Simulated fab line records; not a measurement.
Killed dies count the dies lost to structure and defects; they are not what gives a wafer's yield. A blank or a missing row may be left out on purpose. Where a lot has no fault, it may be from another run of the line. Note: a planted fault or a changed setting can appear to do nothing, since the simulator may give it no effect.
fab line records	flow sky130
[record] lots = 24	wafers = 72	lastDay = 51
route steps=708 shown SD_N@353 CONTACT@425 METAL2@484 METAL5@662 PASSIVATION@681
lots with no fault: from the same line, run without faults
startH: hours from the record's opening day to when the first of the lot's shown wafers began	waitH: how many hours have passed since the lot's step before this one	" the same as in the row above	L1.1+2: a single row standing in for several wafers	- value missing, or start not given	* or withheld: withheld	< > ~ a bound
route shown NAME@n: names a module that has steps shown in the file, with the first one's number in the route	usual: mean/standard deviation taken from wafers without a fault	same: alike in all rows	chamber/n: place in a boat	sites: readings site by site	_std_site: how widely they spread, as a standard deviation	_edge_site: inner sites' mean taken away from outer sites' mean	radiusMm: how far each site lies from the wafer's centre	mask NAME#n: copy n	behind: the most recent tool/chamber to have shaped the wafer	hold: why the lot went on hold/how many hours it stayed there/how the hold came to an end	device: the transistor (n, p or np) that didn't switch	end of line: the tests these same wafers got at the end of their route	where a step has no rows: the recipe by itself	killed: not the wafer's yield, but the dies lost to structure and defects at the first sort	map: dies across one wafer; x = killed, . = not, _ = none there
set.NAME: the run value of the setting; set.NAME@STEP: its run value at that earlier step	model.NAME: the simulator's own value behind a step, which no gauge read
a sample of lots followed through the steps of the route, with each step as a table and each wafer as a row
services: the hour from which a tool's chamber was out of use, counted from the record's first day as startH (under 0 if before that day), plus the number of hours and why
[[steps]]
[step SKY_SD_N_STRIP_11]
[recipe] chemistry = O2/N2	powerW = 1400	pressureMtorr = 1500	platenTempC = withheld	o2FlowSccm = 3000	n2FlowSccm = 300	overashFraction = 0.5
[usual] drypumpMotorCurrentA = 5.6/0.44	oesProductAu = 0.527/0.0046	stripTimeToEndpointS = 22.56/0.042
lot.wafer	tool	chamber	startH	waitH	drypumpMotorCurrentA	oesProductAu	rfHoursCounterH	stripTimeToEndpointS
L075.1	plasmaAsher-03	0	675.00	0.1	5.9	0.526	83	22.58
L075.2	"	1	"	"	5.5	0.526	83	22.66
L075.4	"	0	"	"	5.9	0.526	-	22.62
L074.1	plasmaAsher-03	0	675.29	0.1	5.9	0.522	83	22.53
L074.3	"	1	"	"	5.5	0.525	-	22.53
L074.5	"	0	"	"	5.9	0.531	-	22.54
L079.1	plasmaAsher-04	0	676.19	0.1	5.8	0.534	99	22.58
L079.3	"	1	"	"	5.6	0.531	-	22.57
L079.5	"	1	"	"	5.6	0.527	-	22.55
L077.3	plasmaAsher-03	1	676.52	0.1	5.5	0.527	-	22.59
L077.5	"	1	"	"	5.5	0.520	-	22.52
L077.6	"	0	"	"	5.9	0.528	-	22.54
L076.2	plasmaAsher-01	0	676.79	0.1	4.7	0.530	54	22.60
L076.5	"	1	"	"	5.9	0.528	-	22.53
L076.6	"	0	"	"	4.7	0.527	-	22.57
L078.4	plasmaAsher-03	0	677.12	0.1	5.9	0.534	-	22.57
L078.5	"	0	"	"	5.9	0.527	-	22.51
L078.6	"	1	"	"	5.4	0.529	-	22.55
L080.1	plasmaAsher-01	0	677.69	0.1	4.8	0.531	54	22.62
L080.4	"	1	"	"	5.9	0.524	-	22.57
L080.6	"	1	"	"	5.9	0.527	-	22.61
L081.1	plasmaAsher-03	1	683.59	0.1	5.5	0.527	84	22.59
L081.3	"	0	"	"	5.9	0.531	-	22.54
L081.6	"	1	"	"	5.4	0.532	-	22.49
L082.2	plasmaAsher-03	1	710.89	0.1	5.5	0.528	87	22.54
L082.3	"	0	"	"	5.9	0.520	-	22.55
L082.4	"	1	"	"	5.5	0.528	-	22.52
L083.1	plasmaAsher-01	1	713.79	0.1	5.9	0.528	58	22.51
L083.4	"	1	"	"	6.0	0.521	-	22.52
L083.6	"	0	"	"	4.7	0.531	-	22.54
L084.4	plasmaAsher-03	0	721.92	0.1	5.9	0.531	-	22.68
L084.5	"	0	"	"	5.9	0.524	-	22.63
L084.6	"	1	"	"	5.5	0.520	-	22.65
L086.1	plasmaAsher-04	0	836.04	0.1	5.8	0.524	8	22.55
L086.2	"	1	"	"	5.6	0.531	8	22.55
L086.3	"	0	"	"	5.8	0.529	-	22.57
L087.2	plasmaAsher-03	1	837.34	0.1	5.5	0.523	101	22.51
L087.5	"	0	"	"	5.9	0.533	-	22.54
L087.6	"	1	"	"	5.5	0.528	-	22.54
L089.1	plasmaAsher-04	1	837.64	0.1	5.6	0.530	8	22.56
L089.4	"	0	"	"	5.8	0.531	-	22.54
L089.5	"	0	"	"	5.8	0.527	-	22.50
L093.1	plasmaAsher-01	1	837.75	0.1	5.9	0.523	70	22.53
L093.2	"	0	"	"	4.7	0.537	70	22.53
L093.6	"	1	"	"	5.9	0.526	-	22.55
L088.3	plasmaAsher-03	0	838.68	0.1	5.9	0.529	-	22.63
L088.4	"	1	"	"	5.5	0.525	-	22.60
L088.6	"	1	"	"	5.4	0.528	-	22.58
L085.2	plasmaAsher-03	1	839.74	0.1	5.5	0.520	101	22.52
L085.4	"	1	"	"	5.5	0.521	-	22.55
L085.6	"	1	"	"	5.5	0.522	-	22.57
L095.1	plasmaAsher-01	1	840.29	0.1	5.9	0.539	70	22.55
L095.2	"	0	"	"	4.7	0.526	70	22.50
L095.5	"	1	"	"	5.9	0.523	-	22.52
L091.4	plasmaAsher-01	0	840.98	0.1	4.7	0.528	-	22.48
L091.5	"	1	"	"	5.9	0.520	-	22.52
L091.6	"	0	"	"	4.7	0.534	-	22.49
L090.1	plasmaAsher-01	0	841.84	0.1	4.7	0.522	70	22.57
L090.5	"	0	"	"	4.7	0.529	-	22.58
L090.6	"	1	"	"	5.9	0.529	-	22.55
L094.2	plasmaAsher-01	1	842.34	0.1	5.9	0.522	70	22.51
L094.3	"	0	"	"	4.8	0.535	-	22.51
L094.5	"	0	"	"	4.7	0.525	-	22.50
L096.2	plasmaAsher-01	1	843.24	0.1	5.9	0.522	71	22.55
L096.4	"	0	"	"	4.7	0.529	-	22.51
L096.5	"	1	"	"	6.0	0.530	-	22.55
L097.1	plasmaAsher-03	1	843.44	0.1	5.4	0.522	102	22.56
L097.2	"	0	"	"	5.9	0.528	102	22.54
L097.6	"	1	"	"	5.5	0.531	-	22.55
L092.3	plasmaAsher-03	1	846.62	0.1	5.5	0.518	-	22.57
L092.4	"	0	"	"	5.9	0.534	-	22.56
L092.5	"	1	"	"	5.5	0.520	-	22.54
[step SKY_CONTACT_STRIP_19]
[recipe] chemistry = O2/N2	powerW = 1400	pressureMtorr = 1500	platenTempC = withheld	o2FlowSccm = 3000	n2FlowSccm = 300	overashFraction = 0.5
[usual] drypumpMotorCurrentA = 5.5/0.42	oesProductAu = 0.380/0.0053	stripTimeToEndpointS = 3.61/0.036
lot.wafer	tool	chamber	startH	waitH	drypumpMotorCurrentA	oesProductAu	rfHoursCounterH	stripTimeToEndpointS
L075.1	plasmaAsher-01	0	763.04	-	4.7	0.372	63	3.61
L075.2	"	1	"	"	5.9	0.388	63	3.53
L075.4	"	1	"	"	5.9	0.375	-	3.60
L074.1	plasmaAsher-01	1	764.27	-	5.9	0.380	63	3.60
L074.3	"	0	"	"	4.7	0.381	-	3.62
L074.5	"	1	"	"	5.9	0.383	-	3.63
L079.1	plasmaAsher-03	1	764.39	-	5.5	0.374	93	3.66
L079.3	"	1	"	"	5.5	0.380	-	3.63
L079.5	"	0	"	"	5.9	0.373	-	3.61
L077.3	plasmaAsher-01	0	764.70	-	4.7	0.377	-	3.62
L077.5	"	1	"	"	5.9	0.378	-	3.58
L077.6	"	0	"	"	4.7	0.384	-	3.62
L076.2	plasmaAsher-01	0	765.02	-	4.7	0.373	63	3.62
L076.5	"	1	"	"	6.0	0.388	-	3.63
L076.6	"	0	"	"	4.7	0.378	-	3.60
L078.4	plasmaAsher-03	0	765.35	-	5.9	0.376	-	3.63
L078.5	"	1	"	"	5.5	0.376	-	3.63
L078.6	"	0	"	"	5.9	0.392	-	3.66
L080.1	plasmaAsher-02	1	765.37	-	5.3	0.383	34	3.55
L080.4	"	0	"	"	5.6	0.378	-	3.54
L080.6	"	1	"	"	5.3	0.387	-	3.57
L081.1	plasmaAsher-03	0	769.12	-	5.9	0.385	94	3.61
L081.3	"	0	"	"	6.0	0.388	-	3.54
L081.6	"	0	"	"	5.9	0.379	-	3.56
L082.2	plasmaAsher-02	1	796.07	-	5.3	0.392	38	3.59
L082.3	"	1	"	"	5.3	0.376	-	3.62
L082.4	"	0	"	"	5.6	0.380	-	3.55
L083.1	plasmaAsher-03	1	798.22	-	5.5	0.376	97	3.63
L083.4	"	1	"	"	5.5	0.378	-	3.56
L083.6	"	0	"	"	5.9	0.385	-	3.60
L084.4	plasmaAsher-03	1	805.61	-	5.5	0.383	-	3.59
L084.5	"	0	"	"	5.9	0.381	-	3.63
L084.6	"	1	"	"	5.5	0.367	-	3.59
L086.1	plasmaAsher-02	0	915.72	-	5.6	0.382	50	3.65
L086.2	"	1	"	"	5.3	0.382	50	3.64
L086.3	"	0	"	"	5.6	0.380	-	3.56
L087.2	plasmaAsher-01	1	917.87	-	5.9	0.382	78	3.66
L087.5	"	0	"	"	4.8	0.379	-	3.63
L087.6	"	1	"	"	5.9	0.385	-	3.65
L089.1	plasmaAsher-03	0	917.87	-	5.9	0.385	110	3.65
L089.4	"	0	"	"	5.9	0.381	-	3.61
L089.5	"	0	"	"	5.9	0.379	-	3.61
L093.1	plasmaAsher-02	1	918.62	-	5.3	0.377	50	3.66
L093.2	"	0	"	"	5.6	0.382	50	3.60
L093.6	"	1	"	"	5.3	0.375	-	3.60
L088.3	plasmaAsher-01	1	919.01	-	5.9	0.384	-	3.62
L088.4	"	0	"	"	4.7	0.381	-	3.66
L088.6	"	1	"	"	5.9	0.381	-	3.65
L085.2	plasmaAsher-03	1	919.02	-	5.5	0.376	110	3.59
L085.4	"	0	"	"	5.9	0.377	-	3.59
L085.6	"	0	"	"	5.9	0.378	-	3.60
L095.1	plasmaAsher-01	1	919.47	-	5.9	0.379	78	3.67
L095.2	"	0	"	"	4.8	0.381	78	3.61
L095.5	"	1	"	"	5.9	0.387	-	3.66
L091.4	plasmaAsher-02	1	919.70	-	5.3	0.375	-	3.54
L091.5	"	0	"	"	5.6	0.378	-	3.56
L091.6	"	1	"	"	5.3	0.375	-	3.56
L090.1	plasmaAsher-03	1	921.72	-	5.5	0.381	110	3.65
L090.5	"	1	"	"	5.5	0.379	-	3.59
L090.6	"	0	"	"	5.9	0.375	-	3.64
L094.2	plasmaAsher-02	0	921.79	-	5.6	0.380	50	3.63
L094.3	"	1	"	"	5.3	0.372	-	3.61
L094.5	"	1	"	"	5.3	0.388	-	3.61
L096.2	plasmaAsher-01	1	923.22	-	5.9	0.381	78	3.68
L096.4	"	1	"	"	6.0	0.379	-	3.65
L096.5	"	1	"	"	6.0	0.391	-	3.64
L097.1	plasmaAsher-03	1	923.57	-	5.4	0.378	110	3.54
L097.2	"	0	"	"	5.9	0.378	110	3.62
L097.6	"	0	"	"	5.9	0.383	-	3.61
L092.3	plasmaAsher-03	0	924.90	-	5.9	0.383	-	3.66
L092.4	"	1	"	"	5.5	0.383	-	3.60
L092.5	"	1	"	"	5.5	0.395	-	3.68
[step SKY_METAL2_SPUTTER_01]
[recipe] material = TiN	targetThkNm = 20	powerW = 6500	timeS = 16.7	chamberPressurePa = 0.4
[usual] throttleValvePct = 29.8/1.2
[same] timeS = 16.7
lot.wafer	tool	chamber	startH	waitH	throttleValvePct
L075.1	pvdSputter-03	-	819.28	0.0	29.0
L075.2	"	-	"	"	30.7
L075.4	"	-	"	"	27.4
L079.1	pvdSputter-02	-	820.33	0.0	29.0
L079.3	"	-	"	"	30.1
L079.5	"	-	"	"	28.9
L074.1	pvdSputter-03	-	820.57	0.0	29.9
L074.3	"	-	"	"	30.8
L074.5	"	-	"	"	29.9
L077.3	pvdSputter-04	-	820.68	0.0	32.0
L077.5	"	-	"	"	31.9
L077.6	"	-	"	"	29.0
L078.4	pvdSputter-03	-	821.63	0.0	27.5
L078.5	"	-	"	"	27.4
L078.6	"	-	"	"	29.0
L076.2	pvdSputter-04	-	821.82	0.0	30.1
L076.5	"	-	"	"	32.3
L076.6	"	-	"	"	29.1
L080.1	pvdSputter-02	-	822.47	0.0	29.0
L080.4	"	-	"	"	30.7
L080.6	"	-	"	"	29.1
L081.1	pvdSputter-02	-	825.13	0.0	29.9
L081.3	"	-	"	"	29.4
L081.6	"	-	"	"	29.6
L082.2	pvdSputter-03	-	852.92	0.0	29.9
L082.3	"	-	"	"	30.4
L082.4	"	-	"	"	27.5
L083.1	pvdSputter-03	-	854.98	0.0	29.9
L083.4	"	-	"	"	27.4
L083.6	"	-	"	"	27.6
L084.4	pvdSputter-02	-	861.13	0.0	30.8
L084.5	"	-	"	"	30.7
L084.6	"	-	"	"	29.7
L086.1	pvdSputter-03	-	967.21	0.0	27.5
L086.2	"	-	"	"	28.7
L086.3	"	-	"	"	30.3
L089.1	pvdSputter-03	-	970.02	0.0	30.8
L089.4	"	-	"	"	30.3
L089.5	"	-	"	"	30.6
L087.2	pvdSputter-04	-	970.27	0.0	30.0
L087.5	"	-	"	"	30.1
L087.6	"	-	"	"	30.0
L093.1	pvdSputter-03	-	971.48	0.0	30.7
L093.2	"	-	"	"	27.5
L093.6	"	-	"	"	30.7
L088.3	pvdSputter-02	-	971.82	0.0	31.4
L088.4	"	-	"	"	30.0
L088.6	"	-	"	"	31.4
L085.2	pvdSputter-04	-	972.19	0.0	29.6
L085.4	"	-	"	"	32.3
L085.6	"	-	"	"	29.9
L095.1	pvdSputter-03	-	973.10	0.0	27.6
L095.2	"	-	"	"	30.8
L095.5	"	-	"	"	27.6
L091.4	pvdSputter-04	-	973.49	0.0	32.2
L091.5	"	-	"	"	30.1
L091.6	"	-	"	"	30.0
L090.1	pvdSputter-03	-	974.99	0.0	30.9
L090.5	"	-	"	"	30.7
L090.6	"	-	"	"	29.9
L094.2	pvdSputter-02	-	975.10	0.0	29.2
L094.3	"	-	"	"	30.8
L094.5	"	-	"	"	31.7
L096.2	pvdSputter-03	-	976.13	0.0	30.5
L096.4	"	-	"	"	28.9
L096.5	"	-	"	"	29.9
L097.1	pvdSputter-04	-	976.75	0.0	32.1
L097.2	"	-	"	"	29.7
L097.6	"	-	"	"	31.9
L092.3	pvdSputter-03	-	977.80	0.0	28.8
L092.4	"	-	"	"	30.0
L092.5	"	-	"	"	30.1
[step SKY_METAL2_DESCUM_17]
[recipe] chemistry = O2	sourcePowerW = 150	biasPowerW = 0	pressureMtorr = 10	tempC = 40	timeS = 8
[usual] drypumpMotorCurrentA = 5.8/0.55	oesProductAu = 0.996/0.0081
[same] timeS = 8
lot.wafer	tool	chamber	startH	waitH	drypumpMotorCurrentA	oesProductAu	rfHoursCounterH
L075.1	rieMetal-01	0	844.94	0.0	6.2	1.006	5
L075.2	"	1	"	"	5.8	1.009	14
L075.4	"	0	"	"	6.3	1.003	-
L079.1	rieMetal-01	0	845.99	0.0	6.2	0.985	5
L079.3	"	1	"	"	5.8	0.993	-
L079.5	"	0	"	"	6.3	0.998	-
L074.1	rieMetal-02	0	846.41	0.0	5.7	0.999	4
L074.3	"	0	"	"	5.7	1.001	-
L074.5	"	0	"	"	5.7	1.001	-
L077.3	rieMetal-04	0	846.65	0.0	4.6	0.991	-
L077.5	"	1	"	"	6.1	0.994	-
L077.6	"	0	"	"	4.6	0.998	-
L078.4	rieMetal-01	0	847.82	0.0	6.2	0.999	-
L078.5	"	0	"	"	6.3	1.001	-
L078.6	"	0	"	"	6.3	1.009	-
L076.2	rieMetal-02	0	848.24	0.0	5.6	1.003	4
L076.5	"	0	"	"	5.7	1.002	-
L076.6	"	1	"	"	6.2	0.995	-
L080.1	rieMetal-04	0	848.59	0.0	4.6	0.991	18
L080.4	"	0	"	"	4.6	0.980	-
L080.6	"	1	"	"	6.2	0.997	-
L081.1	rieMetal-01	1	851.19	0.0	5.7	1.008	14
L081.3	"	1	"	"	5.8	1.003	-
L081.6	"	1	"	"	5.8	0.996	-
L082.2	rieMetal-01	1	879.39	0.0	5.8	0.996	15
L082.3	"	1	"	"	5.7	1.001	-
L082.4	"	0	"	"	6.3	1.002	-
L083.1	rieMetal-04	1	880.39	0.0	6.2	0.985	3
L083.4	"	0	"	"	4.6	0.986	-
L083.6	"	1	"	"	6.2	0.992	-
L084.4	rieMetal-02	0	885.76	0.0	5.6	1.014	-
L084.5	"	1	"	"	6.2	0.983	-
L084.6	"	0	"	"	5.7	1.001	-
L086.1	rieMetal-01	0	990.84	0.0	6.2	1.000	10
L086.2	"	1	"	"	5.8	1.002	2
L086.3	"	0	"	"	6.2	0.989	-
L089.1	rieMetal-04	1	994.04	0.0	6.2	0.989	9
L089.4	"	1	"	"	6.1	0.988	-
L089.5	"	1	"	"	6.2	0.994	-
L087.2	rieMetal-01	1	994.84	0.0	5.8	0.994	2
L087.5	"	0	"	"	6.2	0.992	-
L087.6	"	1	"	"	5.8	0.991	-
L093.1	rieMetal-02	0	995.49	0.0	5.7	0.994	10
L093.2	"	1	"	"	6.2	0.980	13
L093.6	"	0	"	"	5.7	0.995	-
L088.3	rieMetal-04	0	995.60	0.0	4.6	1.002	-
L088.4	"	1	"	"	6.2	0.999	-
L088.6	"	0	"	"	4.6	0.995	-
L085.2	rieMetal-02	0	996.19	0.0	5.7	1.010	10
L085.4	"	0	"	"	5.7	1.001	-
L085.6	"	1	"	"	6.2	0.996	-
L095.1	rieMetal-01	0	996.54	0.0	6.3	1.010	11
L095.2	"	1	"	"	5.8	1.007	3
L095.5	"	0	"	"	6.3	1.002	-
L091.4	rieMetal-02	0	997.95	0.0	5.7	0.996	-
L091.5	"	0	"	"	5.7	1.013	-
L091.6	"	1	"	"	6.2	0.983	-
L090.1	rieMetal-04	1	999.24	0.0	6.2	0.983	9
L090.5	"	1	"	"	6.2	0.990	-
L090.6	"	0	"	"	4.6	0.994	-
L094.2	rieMetal-02	1	999.44	0.0	6.2	0.982	14
L094.3	"	0	"	"	5.7	1.008	-
L094.5	"	0	"	"	5.7	1.015	-
L096.2	rieMetal-04	0	1000.24	0.0	4.6	1.000	4
L096.4	"	0	"	"	4.6	1.004	-
L096.5	"	0	"	"	4.6	0.998	-
L097.1	rieMetal-02	1	1000.94	0.0	6.2	0.990	15
L097.2	"	0	"	"	5.7	1.002	11
L097.6	"	0	"	"	5.7	0.994	-
L092.3	rieMetal-02	0	1002.45	0.0	5.7	0.996	-
L092.4	"	1	"	"	6.3	0.984	-
L092.5	"	1	"	"	6.2	0.985	-
[step SKY_METAL5_SPUTTER_01]
[recipe] material = TiN	targetThkNm = 20	powerW = 6500	timeS = 16.7	chamberPressurePa = 0.4
[usual] throttleValvePct = 29.9/1.1
[same] timeS = 16.7
lot.wafer	tool	chamber	startH	waitH	throttleValvePct
L075.1	pvdSputter-02	-	1026.24	0.0	31.4
L075.2	"	-	"	"	28.8
L075.4	"	-	"	"	30.7
L079.1	pvdSputter-03	-	1028.14	0.0	27.5
L079.3	"	-	"	"	30.2
L079.5	"	-	"	"	28.9
L074.1	pvdSputter-02	-	1028.24	0.0	29.1
L074.3	"	-	"	"	31.5
L074.5	"	-	"	"	29.5
L077.3	pvdSputter-03	-	1028.44	0.0	30.7
L077.5	"	-	"	"	29.9
L077.6	"	-	"	"	30.6
L078.4	pvdSputter-03	-	1029.04	0.0	29.0
L078.5	"	-	"	"	31.0
L078.6	"	-	"	"	28.9
L076.2	pvdSputter-04	-	1030.54	0.0	31.8
L076.5	"	-	"	"	29.6
L076.6	"	-	"	"	32.2
L080.1	pvdSputter-03	-	1030.67	0.0	31.0
L080.4	"	-	"	"	30.0
L080.6	"	-	"	"	30.2
L081.1	pvdSputter-04	-	1031.24	0.0	32.0
L081.3	"	-	"	"	29.0
L081.6	"	-	"	"	29.2
L082.2	pvdSputter-02	-	1055.02	0.0	29.3
L082.3	"	-	"	"	31.6
L082.4	"	-	"	"	29.8
L083.1	pvdSputter-02	-	1055.80	0.0	30.7
L083.4	"	-	"	"	29.2
L083.6	"	-	"	"	28.8
L084.4	pvdSputter-03	-	1058.95	0.0	27.5
L084.5	"	-	"	"	30.2
L084.6	"	-	"	"	30.8
L086.1	pvdSputter-03	-	1151.65	0.0	27.6
L086.2	"	-	"	"	28.8
L086.3	"	-	"	"	30.9
L089.1	pvdSputter-04	-	1152.00	0.0	32.0
L089.4	"	-	"	"	30.0
L089.5	"	-	"	"	31.8
L087.2	pvdSputter-03	-	1152.27	0.0	27.3
L087.5	"	-	"	"	28.8
L087.6	"	-	"	"	27.6
L088.3	pvdSputter-04	-	1152.57	0.0	29.5
L088.4	"	-	"	"	30.1
L088.6	"	-	"	"	31.9
L093.1	pvdSputter-02	-	1152.85	0.0	31.2
L093.2	"	-	"	"	30.6
L093.6	"	-	"	"	31.2
L085.2	pvdSputter-03	-	1152.96	0.0	28.8
L085.4	"	-	"	"	30.7
L085.6	"	-	"	"	30.0
L095.1	pvdSputter-04	-	1154.29	0.0	29.9
L095.2	"	-	"	"	29.3
L095.5	"	-	"	"	31.9
L091.4	pvdSputter-02	-	1157.40	0.0	30.8
L091.5	"	-	"	"	31.3
L091.6	"	-	"	"	29.2
L090.1	pvdSputter-04	-	1157.70	0.0	29.9
L090.5	"	-	"	"	29.9
L090.6	"	-	"	"	30.0
L094.2	pvdSputter-04	-	1159.90	0.0	31.6
L094.3	"	-	"	"	29.1
L094.5	"	-	"	"	30.1
L096.2	pvdSputter-04	-	1162.10	0.0	32.0
L096.4	"	-	"	"	29.1
L096.5	"	-	"	"	29.6
L097.1	pvdSputter-03	-	1162.35	0.0	30.1
L097.2	"	-	"	"	29.0
L097.6	"	-	"	"	29.0
L092.3	pvdSputter-04	-	1164.24	0.0	30.1
L092.4	"	-	"	"	29.6
L092.5	"	-	"	"	29.2
[step SKY_PASSIVATION_CVD_00]
[recipe] material = SiO2	targetThkNm = 90	tempC = 400	timeS = withheld	rfW = 600
[usual] heaterPowerW = 681/120
lot.wafer	tool	chamber	startH	waitH	heaterPowerW
L075.1	pecvd-03	0	1049.48	0.0	718
L075.2	"	1	"	"	672
L075.4	"	1	"	"	665
L079.1	pecvd-03	1	1051.79	0.0	656
L079.3	"	2	"	"	531
L079.5	"	1	"	"	659
L074.1	pecvd-02	0	1051.88	0.0	621
L074.3	"	1	"	"	924
L074.5	"	0	"	"	622
L077.3	pecvd-03	2	1051.95	0.0	551
L077.5	"	2	"	"	556
L077.6	"	1	"	"	701
L078.4	pecvd-02	0	1051.96	0.0	515
L078.5	"	1	"	"	870
L078.6	"	0	"	"	504
L076.2	pecvd-03	0	1054.04	0.0	682
L076.5	"	2	"	"	546
L076.6	"	0	"	"	701
L080.1	pecvd-02	0	1054.24	0.0	538
L080.4	"	1	"	"	830
L080.6	"	1	"	"	841
L081.1	pecvd-03	2	1054.24	0.0	609
L081.3	"	0	"	"	648
L081.6	"	2	"	"	611
L082.2	pecvd-02	0	1079.77	0.0	553
L082.3	"	1	"	"	956
L082.4	"	1	"	"	955
L083.1	pecvd-03	0	1080.39	0.0	683
L083.4	"	1	"	"	558
L083.6	"	2	"	"	497
L084.4	pecvd-03	1	1083.80	0.0	613
L084.5	"	0	"	"	689
L084.6	"	2	"	"	588
L086.1	pecvd-04	2	1170.39	0.0	777
L086.2	"	1	"	"	756
L086.3	"	0	"	"	754
L089.1	pecvd-03	0	1171.41	0.0	686
L089.4	"	2	"	"	557
L089.5	"	1	"	"	632
L087.2	pecvd-02	1	1171.49	0.0	894
L087.5	"	1	"	"	922
L087.6	"	0	"	"	562
L088.3	pecvd-02	2	1171.79	0.0	677
L088.4	"	1	"	"	858
L088.6	"	0	"	"	659
L093.1	pecvd-03	2	1172.09	0.0	524
L093.2	"	1	"	"	661
L093.6	"	1	"	"	680
L085.2	pecvd-04	2	1172.39	0.0	817
L085.4	"	0	"	"	873
L085.6	"	1	"	"	638
L095.1	pecvd-02	1	1172.75	0.0	928
L095.2	"	0	"	"	645
L095.5	"	2	"	"	672
L091.4	pecvd-02	0	1174.69	0.0	560
L091.5	"	1	"	"	836
L091.6	"	2	"	"	547
L090.1	pecvd-02	0	1176.19	0.0	557
L090.5	"	2	"	"	572
L090.6	"	1	"	"	796
L094.2	pecvd-02	1	1177.78	0.0	857
L094.3	"	2	"	"	653
L094.5	"	1	"	"	862
L096.2	pecvd-02	0	1179.76	0.0	645
L096.4	"	2	"	"	659
L096.5	"	0	"	"	635
L097.1	pecvd-02	2	1180.12	0.0	656
L097.2	"	1	"	"	937
L097.6	"	0	"	"	623
L092.3	pecvd-03	2	1182.31	0.0	512
L092.4	"	0	"	"	638
L092.5	"	1	"	"	634
[[services]]
tool	chamber	startH	hours	kind
plasmaAsher-03	-	662.48	0.8	repair
plasmaAsher-01	-	664.46	2.8	pm
pecvd-02	1	671.68	36.7	repair
pvdSputter-02	-	706.70	1.5	repair
pecvd-02	-	743.28	1.2	repair
pvdSputter-02	-	760.18	3.9	repair
pvdSputter-03	-	783.19	2.1	repair
plasmaAsher-01	-	809.21	11.2	repair
pvdSputter-02	-	817.16	2.9	repair
plasmaAsher-03	-	841.60	0.3	repair
pvdSputter-02	-	854.01	5.1	repair
pecvd-02	2	856.79	3.4	repair
pecvd-02	0	896.40	23.1	repair
plasmaAsher-03	-	982.67	2.8	pm
pvdSputter-04	-	992.80	5.1	repair
pecvd-02	2	1031.19	28.7	repair
plasmaAsher-03	-	1055.27	9.0	pm
pecvd-02	-	1060.71	0.5	repair
plasmaAsher-01	-	1063.74	2.0	repair
plasmaAsher-01	-	1076.71	28.1	pm
pecvd-02	-	1081.41	0.2	repair
pvdSputter-04	-	1095.88	0.7	repair
pvdSputter-03	-	1136.94	1.0	repair
pvdSputter-03	-	1138.38	6.3	repair
[[key]]
fault none
